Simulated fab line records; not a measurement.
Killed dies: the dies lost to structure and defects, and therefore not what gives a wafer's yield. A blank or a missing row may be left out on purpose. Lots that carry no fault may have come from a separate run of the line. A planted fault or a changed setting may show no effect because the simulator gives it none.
Which tool is to blame? | flow gf180mcu | Sampling: 24 lots, 72 wafers, 4 of 602 route steps

== WHAT EACH GAUGE READ, for each wafer ==
GF_V2_RS_MEAS_24: the measuring method here is four-point-probe. Usual: V2_W_RS gives 0.327 ohm/sq (standard deviation 0.0046).
lot  | measured     | on            | V2_W_RS (ohm/sq)  | flag
L074 | day 20 10:18 | film metro-02 | 0.331 0.320 0.331 |
L075 | day 20 15:44 | film metro-01 | 0.321 0.333 0.330 |
L076 | day 20 21:00 | film metro-03 | 0.334 0.331 0.332 |
L077 | day 21 05:53 | film metro-02 | 0.329 0.328 0.328 |
L078 | day 21 09:14 | film metro-01 | 0.321 0.333 0.333 |
L079 | day 22 01:26 | film metro-03 | 0.320 0.321 0.330 |
L080 | day 22 13:22 | film metro-03 | 0.320 0.322 0.328 |
L081 | day 23 03:18 | film metro-02 | 0.324 0.320 0.327 |
L082 | day 23 15:02 | film metro-02 | 0.332 0.323 0.325 |
L083 | day 23 20:17 | film metro-01 | 0.325 0.328 0.323 |
L084 | day 24 05:19 | film metro-01 | 0.334 0.333 0.334 |
L085 | day 24 17:58 | film metro-03 | 0.322 0.330 0.324 |
L086 | day 25 01:22 | film metro-03 | 0.330 0.323 0.329 |
L087 | day 25 14:41 | film metro-03 | 0.322 0.320 0.328 |
L088 | day 25 19:44 | film metro-01 | 0.329 0.325 0.326 |
L090 | day 26 00:32 | film metro-03 | 0.333 0.319 0.334 |
L091 | day 26 09:20 | film metro-02 | 0.325 0.328 0.330 |
L089 | day 26 10:53 | film metro-01 | 0.325 0.323 0.331 |
L092 | day 26 16:41 | film metro-02 | 0.322 0.330 0.321 |
L093 | day 27 01:35 | film metro-03 | 0.333 0.335 0.334 |
L094 | day 27 06:16 | film metro-02 | 0.327 0.322 0.326 |
L095 | day 27 07:37 | film metro-02 | 0.327 0.327 0.329 |
L096 | day 27 17:53 | film metro-03 | 0.324 0.322 0.321 |
L097 | day 28 06:08 | film metro-02 | 0.324 0.333 0.328 |

GF_V4_THK_MEAS_25: measures by xrf. Usual: V4_W_THK gives 361 nm (standard deviation 7.2).
lot  | measured     | on            | V4_W_THK (nm) | flag
L074 | day 24 12:23 | film metro-01 | 358 354 356   |
L075 | day 27 20:14 | film metro-01 | 362 360 359   |
L076 | day 24 23:08 | film metro-01 | 358 351 353   |
L077 | day 25 07:22 | film metro-02 | 357 364 364   |
L078 | day 25 09:34 | film metro-01 | 359 361 367   |
L079 | day 25 23:14 | film metro-01 | 356 356 366   |
L080 | day 26 10:06 | film metro-03 | 350 358 348   |
L081 | day 27 00:13 | film metro-02 | 368 368 369   |
L082 | day 27 10:28 | film metro-02 | 364 363 364   |
L083 | day 27 15:32 | film metro-02 | 365 367 367   |
L084 | day 27 22:14 | film metro-01 | 371 361 360   |
L085 | day 28 10:31 | film metro-03 | 356 354 356   |
L086 | day 28 16:22 | film metro-01 | 357 363 353   |
L087 | day 29 04:43 | film metro-03 | 350 350 347   |
L088 | day 29 10:06 | film metro-02 | 364 377 369   |
L090 | day 29 14:37 | film metro-03 | 353 355 352   |
L091 | day 29 21:58 | film metro-01 | 362 364 360   |
L089 | day 29 23:42 | film metro-03 | 351 351 348   |
L092 | day 30 05:17 | film metro-02 | 366 374 370   |
L093 | day 30 13:23 | film metro-02 | 363 370 368   |
L094 | day 30 15:54 | film metro-02 | 363 371 361   |
L095 | day 30 16:55 | film metro-01 | 363 357 365   |
L096 | day 31 03:31 | film metro-02 | 370 360 364   |
L097 | day 31 13:49 | film metro-02 | 367 377 368   |

== WHAT TOOL EACH LOT RAN ON (gives the tool, then ch and the chambers of the sampled wafers, and finally the start) ==
lot  | GF_V2_CVD_23                  | GF_V3_CVD_23
L074 | cvd w-02 ch 0,1, day 20 10:10 | cvd w-01 ch 0,1, day 22 12:30
L075 | cvd w-02 ch 0,1, day 20 15:38 | cvd w-01 ch 0,1, day 22 17:46
L076 | cvd w-01 ch 0, day 20 20:46   | cvd w-01 ch 0,1, day 22 23:13
L077 | cvd w-01 ch 0, day 21 05:41   | cvd w-01 ch 0, day 23 08:07
L078 | cvd w-01 ch 0,1, day 21 09:07 | cvd w-01 ch 0,1, day 23 09:40
L079 | cvd w-01 ch 0,1, day 22 01:19 | cvd w-01 ch 0,1, day 24 01:55
L080 | cvd w-02 ch 0,1, day 22 13:14 | cvd w-02 ch 0,1, day 24 13:07
L081 | cvd w-01 ch 0,1, day 23 03:10 | cvd w-02 ch 0,1, day 25 02:53
L082 | cvd w-01 ch 0,1, day 23 14:54 | cvd w-01 ch 0,1, day 25 13:13
L083 | cvd w-01 ch 0,1, day 23 20:10 | cvd w-02 ch 0,1, day 25 18:40
L084 | cvd w-02 ch 1, day 24 05:12   | cvd w-01 ch 0,1, day 26 03:04
L085 | cvd w-02 ch 0,1, day 24 17:52 | cvd w-02 ch 0,1, day 26 15:32
L086 | cvd w-02 ch 0,1, day 25 01:15 | cvd w-01 ch 0,1, day 26 21:06
L087 | cvd w-02 ch 0,1, day 25 14:35 | cvd w-02 ch 0,1, day 27 11:25
L088 | cvd w-01 ch 0, day 25 19:37   | cvd w-02 ch 0,1, day 27 16:31
L090 | cvd w-02 ch 0,1, day 26 00:25 | cvd w-01 ch 0,1, day 27 20:43
L091 | cvd w-01 ch 0,1, day 26 09:12 | cvd w-01 ch 1, day 28 04:52
L089 | cvd w-02 ch 0,1, day 26 10:46 | cvd w-01 ch 0,1, day 28 06:13
L092 | cvd w-02 ch 0,1, day 26 16:34 | cvd w-02 ch 0,1, day 28 11:26
L093 | cvd w-01 ch 0, day 27 01:29   | cvd w-01 ch 0,1, day 28 20:10
L094 | cvd w-02 ch 0,1, day 27 06:10 | cvd w-01 ch 0, day 28 23:46
L095 | cvd w-01 ch 0,1, day 27 07:30 | cvd w-01 ch 0,1, day 29 01:04
L096 | cvd w-02 ch 0,1, day 27 17:46 | cvd w-02 ch 0,1, day 29 11:39
L097 | cvd w-02 ch 0,1, day 28 06:02 | cvd w-01 ch 0,1, day 29 22:43
- GF_V2_CVD_23: deposits W, target thk 350 nm, time 104.94 s.
- GF_V3_CVD_23: deposits W, target thk 350 nm, time 104.9 s.

== AS READ BY THE TOOLS THEMSELVES (means over the sampled wafers that have a number; for cases with no such wafer, the mark the record gives instead) ==
GF_V2_CVD_23. Usual: 816 W for heater power w, sd 90.
lot  | tool     | heater power w (W) | flag
L074 | cvd w-02 | 858                |
L075 | cvd w-02 | 858                |
L076 | cvd w-01 | 683                |
L077 | cvd w-01 | 693                |
L078 | cvd w-01 | 725                |
L079 | cvd w-01 | 762                |
L080 | cvd w-02 | 889                |
L081 | cvd w-01 | 761                |
L082 | cvd w-01 | 765                |
L083 | cvd w-01 | 770                |
L084 | cvd w-02 | 850                |
L085 | cvd w-02 | 906                |
L086 | cvd w-02 | 868                |
L087 | cvd w-02 | 891                |
L088 | cvd w-01 | 685                |
L090 | cvd w-02 | 875                |
L091 | cvd w-01 | 724                |
L089 | cvd w-02 | 905                |
L092 | cvd w-02 | 896                |
L093 | cvd w-01 | 686                |
L094 | cvd w-02 | 866                |
L095 | cvd w-01 | 773                |
L096 | cvd w-02 | 883                |
L097 | cvd w-02 | 914                |

GF_V3_CVD_23. Usual: 794 W for heater power w, sd 88.
lot  | tool     | heater power w (W) | flag
L074 | cvd w-01 | 719                |
L075 | cvd w-01 | 727                |
L076 | cvd w-01 | 726                |
L077 | cvd w-01 | 684                |
L078 | cvd w-01 | 760                |
L079 | cvd w-01 | 760                |
L080 | cvd w-02 | 868                |
L081 | cvd w-02 | 910                |
L082 | cvd w-01 | 730                |
L083 | cvd w-02 | 904                |
L084 | cvd w-01 | 770                |
L085 | cvd w-02 | 876                |
L086 | cvd w-01 | 782                |
L087 | cvd w-02 | 865                |
L088 | cvd w-02 | 903                |
L090 | cvd w-01 | 772                |
L091 | cvd w-01 | 821                |
L089 | cvd w-01 | 773                |
L092 | cvd w-02 | 906                |
L093 | cvd w-01 | 733                |
L094 | cvd w-01 | 674                |
L095 | cvd w-01 | 727                |
L096 | cvd w-02 | 880                |
L097 | cvd w-01 | 730                |

== THE ANSWER, worked out from the rows above alone ==
Rule: a lot counts as off when the mean over its wafers that have a number is more than 3 standard deviations away from the usual mean. A lot without any number at a reading at which 4 lots or more have one is off too. All remaining lots with rows at the step are treated as sound. Order of review: gauges by route order, followed by the tools' own readings, for which a lot's mean as printed above is used. The first step at which some lot is off is used, and at that step the reading that is off furthest; a lot without a number counts as furthest.
Across all readings shown, no lot is off: no conclusion can be drawn from this.

== WHAT THE SIMULATOR PUT IN ==
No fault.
